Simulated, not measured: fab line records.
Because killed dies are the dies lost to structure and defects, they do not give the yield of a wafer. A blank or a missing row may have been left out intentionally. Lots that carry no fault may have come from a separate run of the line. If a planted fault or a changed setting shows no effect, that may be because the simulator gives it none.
A lot that was struck, set against a sound lot || flow gf180mcu || 23 out of 602 route steps
Sound: these wafers, L867.2, L867.3, L867.5. Struck: wafer L883.1. (L883.5 of the same lot was not struck and is left out.) The cause comes at the end.
Each step with rows lists, per side, the tool, then ch with its chambers, then its first start. Under that, the readings that differ: sound wafers || struck wafers || difference of the means || sigmas: that difference in standard deviations of wafers without a fault.
alike: same words and numbers on both sides, and readings whose means sit less than 2 such deviations apart. not compared: any withheld reading, any reading some wafer has no value for, any bound like >300 that may hide the same value, and any number with overlapping values for which the record gives no deviation.
A row with sigmas, a row that says differs or no value, or rows on one side alone: a step with any of these is where the two part. Numbers that don't overlap but have no deviation are shown without sigmas and don't part them. A reading missing from all wafers of one side parts the sides only when that side holds two or more wafers.

GF_V5_RS_MEAS_24: the measuring method here is four-point-probe.
  sound: film metro-04 at day 27 21:46; struck: film metro-04 at day 32 10:43
{"reading": "V5_W_RS (ohm/sq)", "sound": "0.310 0.309 0.329", "struck": 0.338, "difference": "+0.022", "sigmas": "+3"}
GF_V5_THK_MEAS_25: measures by xrf.
  sound: film metro-04 at day 27 21:53; struck: film metro-04 at day 32 10:50
{"reading": "V5_W_THK (nm)", "sound": "380 379 357", "struck": 342, "difference": -30, "sigmas": -3}
GF_V5_CMP_26: polishes, stops on SiO2, t overpolish 15 s, target thk 0 nm.
  sound on cmp-02 ch 0,1,3, day 27 21:59; struck on cmp-01 ch 2, day 32 10:57
  alike: motor current A, overpolish run s, slurry filter dp kPa, time to endpoint s
GF_TOP_METAL_SPUTTER_00: material Ti, target thk 37.5 nm, time 150 s.
  sound: pvd sputter-01 at day 27 22:14; struck: pvd sputter-02 at day 32 11:12
  alike: throttle valve pct
then, 1 step without rows for these wafers: GF_TOP_METAL_SPUTTER_01 (material TiN, target thk 30 nm, time 25 s).
GF_TOP_METAL_SPUTTER_02: material AlCu, target thk 900 nm, time 47.82 s.
  sound: pvd sputter-01 at day 27 22:22; struck: pvd sputter-02 at day 32 11:20
  alike: throttle valve pct
GF_TOP_METAL_SPUTTER_03: material Ti, target thk 5 nm, time 3.3 s.
  sound: pvd sputter-01 at day 27 22:24; struck: pvd sputter-02 at day 32 11:22
  alike: throttle valve pct
GF_TOP_METAL_SPUTTER_04: material TiN, target thk 25 nm, time 20.8 s.
  sound: pvd sputter-01 at day 27 22:25; struck: pvd sputter-02 at day 32 11:23
  alike: throttle valve pct
GF_TOP_METAL_RS_MEAS_05: the measuring method here is four-point-probe.
  sound: film metro-02 at day 27 22:28; struck: film metro-02 at day 32 11:27
  alike: TOP_METAL_ALCU_RS
GF_TOP_METAL_THK_MEAS_06: measures by xrf.
  sound: film metro-02 at day 27 22:35; struck: film metro-02 at day 32 11:34
  alike: TOP_METAL_ALCU_THK
then, 2 steps without rows for these wafers: GF_TOP_METAL_DEHYDRATE_07 (time 60 s); GF_TOP_METAL_HMDS_08 (prime time 60 s).
GF_TOP_METAL_COAT_09: resist thk 1500 nm.
  sound on litho track-02 ch 0, day 28 07:53; struck on litho track-04 ch 0, day 32 19:28
{"reading": "model.NOVOLAK_of_TOP_METAL_COAT_09.thk nm (nm)", "sound": "1510 1512 1505", "struck": 1451, "difference": -58, "sigmas": ""}
  alike: chill plate temp C, exhaust pa
then, 4 steps without rows for these wafers: GF_TOP_METAL_SOFTBAKE_10 (time 60 s); GF_TOP_METAL_EXPOSE_11 (exposes mask MetalTop, target cd 440 nm); GF_TOP_METAL_PEB_12; GF_TOP_METAL_DEVELOP_13 (develop time 60 s).
GF_TOP_METAL_CD_MEAS_14: the cd target is 440 nm.
  sound: cd sem-02 at day 28 17:53; struck: cd sem-01 at day 33 03:36
{"reading": "cd nm (nm)", "sound": "444.3 444.3 444.9", "struck": 431.8, "difference": -12.7, "sigmas": -6}
GF_TOP_METAL_OVL_MEAS_15:
  sound: overlay-01 at day 28 18:00; struck: overlay-02 at day 33 03:43
  alike: TOP_METAL_OVL
GF_TOP_METAL_METAL_ETCH_16: etches the open film in Cl2/BCl3, stops on SiO2, target depth 1197 nm, time 199.5 s.
  sound on rie metal-02 ch 0,1, day 28 18:02; struck on rie metal-02 ch 1, day 33 03:45
{"reading": "oes product au (a.u.)", "sound": "0.979 0.992 0.993", "struck": 1.006, "difference": "+0.018", "sigmas": "+3"}
{"reading": "throttle valve pct (%)", "sound": "28.242 28.214 28.225", "struck": 28.200, "difference": -0.027, "sigmas": -3}
{"reading": "model.NOVOLAK_of_TOP_METAL_COAT_09.thk nm (nm)", "sound": "1041 1023 1020", "struck": 964.6, "difference": -63.4, "sigmas": ""}
  alike: drypump motor current A
  not compared: rf hours counter h
GF_TOP_METAL_STRIP_17: strips in O2/N2.
  sound on plasma asher-04 ch 0,1, day 28 18:13; struck on plasma asher-03 ch 1, day 33 04:08
{"reading": "drypump motor current A (A)", "sound": "5.7 4.7 4.7", "struck": 6.5, "difference": "+1.5", "sigmas": "+2"}
{"reading": "oes product au (a.u.)", "sound": "0.713 0.707 0.716", "struck": 0.702, "difference": -0.010, "sigmas": -2}
{"reading": "strip time to endpoint s (s)", "sound": "13.13 12.93 12.91", "struck": 12.31, "difference": -0.68, "sigmas": -7}
  alike: heater power w, o2 flow sccm
  not compared: rf hours counter h
then, 2 steps without rows for these wafers: GF_TOP_METAL_STRIP_18 (strips in post etch residue remover, time 1200 s); GF_PASSIVATION_PROBE_99.

WHERE THEY PART
Earliest at GF_V5_RS_MEAS_24; latest, in this record, at GF_TOP_METAL_STRIP_17.

WHY: what had been put in by the simulator
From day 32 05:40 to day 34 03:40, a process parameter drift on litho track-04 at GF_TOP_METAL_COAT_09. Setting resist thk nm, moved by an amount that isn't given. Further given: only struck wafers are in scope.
